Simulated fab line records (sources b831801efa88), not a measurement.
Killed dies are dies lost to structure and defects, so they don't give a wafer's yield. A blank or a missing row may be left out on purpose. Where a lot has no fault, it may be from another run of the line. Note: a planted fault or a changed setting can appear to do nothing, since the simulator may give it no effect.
Which of the tools did it? || flow gf180mcu || Sampling: 13 lots, 39 wafers, 2 of 602 route steps

## WHAT THE GAUGES SHOWED, per wafer
GF_M5_CD_MEAS_07 targets a cd of 280 nm. Usual: cd-nm at 279.9 nm, with a standard deviation of 1.1.
{"lot": "L881", "measured": "day 26 03:49", "on": "cd-sem-01", "cd-nm (nm)": "280.0 279.9 279.4", "flag": ""}
{"lot": "L882", "measured": "day 26 19:29", "on": "cd-sem-01", "cd-nm (nm)": "281.1 281.3 281.7", "flag": ""}
{"lot": "L883", "measured": "day 27 00:20", "on": "cd-sem-01", "cd-nm (nm)": "278.8 279.0 278.9", "flag": ""}
{"lot": "L885", "measured": "day 27 14:17", "on": "cd-sem-01", "cd-nm (nm)": "281.0 281.2 279.5", "flag": ""}
{"lot": "L895", "measured": "day 30 17:34", "on": "cd-sem-02", "cd-nm (nm)": "279.3 280.4 280.6", "flag": ""}
{"lot": "L897", "measured": "day 31 04:11", "on": "cd-sem-02", "cd-nm (nm)": "279.7 280.1 279.3", "flag": ""}
{"lot": "L898", "measured": "day 31 11:56", "on": "cd-sem-02", "cd-nm (nm)": "279.6 278.9 277.9", "flag": ""}
{"lot": "L899", "measured": "day 31 18:26", "on": "cd-sem-01", "cd-nm (nm)": "279.1 279.9 279.7", "flag": ""}
{"lot": "L900", "measured": "day 32 05:04", "on": "cd-sem-02", "cd-nm (nm)": "281.2 282.2 282.0", "flag": ""}
{"lot": "L901", "measured": "day 32 06:41", "on": "cd-sem-02", "cd-nm (nm)": "279.7 278.7 278.9", "flag": ""}
{"lot": "L902", "measured": "day 32 09:07", "on": "cd-sem-01", "cd-nm (nm)": "279.7 279.6 278.9", "flag": ""}
{"lot": "L903", "measured": "day 32 19:26", "on": "cd-sem-02", "cd-nm (nm)": "281.1 279.7 280.3", "flag": ""}
{"lot": "L904", "measured": "day 33 02:29", "on": "cd-sem-01", "cd-nm (nm)": "280.3 279.1 279.9", "flag": ""}

GF_M5_OVL_MEAS_08. Usual: M5_OVL 1 nm, standard deviation 5.
{"lot": "L881", "measured": "day 26 03:55", "on": "overlay-01", "M5_OVL (nm)": "8 5 1", "flag": ""}
{"lot": "L882", "measured": "day 26 19:34", "on": "overlay-02", "M5_OVL (nm)": "7 5 1", "flag": ""}
{"lot": "L883", "measured": "day 27 00:27", "on": "overlay-01", "M5_OVL (nm)": "-6 -4 -9", "flag": ""}
{"lot": "L885", "measured": "day 27 14:23", "on": "overlay-02", "M5_OVL (nm)": "-8 -2 -4", "flag": ""}
{"lot": "L895", "measured": "day 30 17:41", "on": "overlay-02", "M5_OVL (nm)": "2 1 2", "flag": ""}
{"lot": "L897", "measured": "day 31 04:18", "on": "overlay-01", "M5_OVL (nm)": "3 -6 -4", "flag": ""}
{"lot": "L898", "measured": "day 31 12:03", "on": "overlay-02", "M5_OVL (nm)": "-3 0 3", "flag": ""}
{"lot": "L899", "measured": "day 31 18:32", "on": "overlay-01", "M5_OVL (nm)": "-3 -3 1", "flag": ""}
{"lot": "L900", "measured": "day 32 05:11", "on": "overlay-02", "M5_OVL (nm)": "0 0 -7", "flag": ""}
{"lot": "L901", "measured": "day 32 06:48", "on": "overlay-01", "M5_OVL (nm)": "5 4 11", "flag": ""}
{"lot": "L902", "measured": "day 32 09:14", "on": "overlay-01", "M5_OVL (nm)": "8 7 10", "flag": ""}
{"lot": "L903", "measured": "day 32 19:32", "on": "overlay-02", "M5_OVL (nm)": "5 2 5", "flag": ""}
{"lot": "L904", "measured": "day 33 02:35", "on": "overlay-01", "M5_OVL (nm)": "9 0 2", "flag": ""}

## TOOL THAT RAN EACH LOT (tool first, then ch and the chambers of the sampled wafers, then the start)
Record: no process step prior to these readings.

## AS READ BY THE TOOLS THEMSELVES (means over the sampled wafers that have a number; for cases with no such wafer, the mark the record gives instead)
The record holds no such reading with a usual standard deviation.

## THE ANSWER, worked out from the rows above alone
Rule: a lot is off if the mean of its wafers that have a number lies more than 3 standard deviations from the usual mean. Also off: a lot with no number at a reading for which 4 or more lots have one. The other lots that the step has rows for count as sound. Order of review: gauges by route order, followed by the tools' own readings, for which a lot's mean as printed above is used. At the first step where some lot is off, the reading lying furthest off is the one used; lots without a number count as furthest.
Nothing can be told from this: no lot is off at any reading shown.

## WHAT THE SIMULATOR HAD PUT IN
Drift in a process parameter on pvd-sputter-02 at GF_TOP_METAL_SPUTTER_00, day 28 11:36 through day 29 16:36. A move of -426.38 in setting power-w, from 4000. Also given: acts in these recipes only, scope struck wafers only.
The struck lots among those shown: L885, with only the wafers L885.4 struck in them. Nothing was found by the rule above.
